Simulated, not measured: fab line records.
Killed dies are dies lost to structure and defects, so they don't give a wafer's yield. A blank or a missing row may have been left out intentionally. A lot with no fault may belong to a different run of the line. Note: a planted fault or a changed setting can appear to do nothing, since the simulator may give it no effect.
2 desks, one fault	flow sky130	each desk has only its own numbers; what lay behind them comes last

METROLOGY DESK
Lot by lot, what the gauges showed, no matter which tool ran the lot: averages of those sampled wafers that carry a number. The brackets show how far a lot's mean lies from the usual mean; more than 4 standard deviations puts the lot out of limits, marked OUT.
Columns: A = cd_nm at SKY_POLY_GATE_CD_MEAS_13, usual 149.9 nm; B = POLY_GATE_OVL at SKY_POLY_GATE_OVL_MEAS_14, usual -2 nm
lot	first seen here	A	B
L915	day 19 08:16	151.9	2
L920	day 20 05:22	147.4	-1
L922	day 21 04:47	149.6	-5
L931	day 23 19:11	151.2	3
L934	day 24 16:19	148.6	-3
This desk's verdict: no lot among the 5 shows anything out of limits.

DESK OF THE TOOL OWNER: rie_si-01
The tool's own readings at SKY_POLY_GATE_ETCH_17 (etches poly-Si in HBr/Cl2, stops on SiO2, target depth 180 nm, time 70.5 s): means of the sampled wafers that have a number, for each lot that ran on this tool. The brackets show how far a lot's mean lies from the usual mean; more than 4 standard deviations puts the lot out of limits, marked OUT.
Columns: A = drypump_motor_current_A at SKY_POLY_GATE_ETCH_17, usual 5.7 A; B = oes_product_au at SKY_POLY_GATE_ETCH_17, usual 0.984 a.u.; C = run_length_s at SKY_POLY_GATE_ETCH_17, usual 98.9 s; D = throttle_valve_pct at SKY_POLY_GATE_ETCH_17, usual 33.683 %
lot	first seen here	A	B	C	D
L920	day 20 05:42	5.7	0.978	99.4	33.681
L922	day 21 05:07	5.5	0.966	100.0	33.688
L931	day 23 19:29	5.8	0.985	99.1	33.671
This desk's verdict: no lot among the 3 shows anything out of limits.

PUT TOGETHER
Metrology desk: nothing out of limits seen.
The desk of the tool owner found nothing out of limits.

WHAT THE SIMULATOR HAD INSERTED
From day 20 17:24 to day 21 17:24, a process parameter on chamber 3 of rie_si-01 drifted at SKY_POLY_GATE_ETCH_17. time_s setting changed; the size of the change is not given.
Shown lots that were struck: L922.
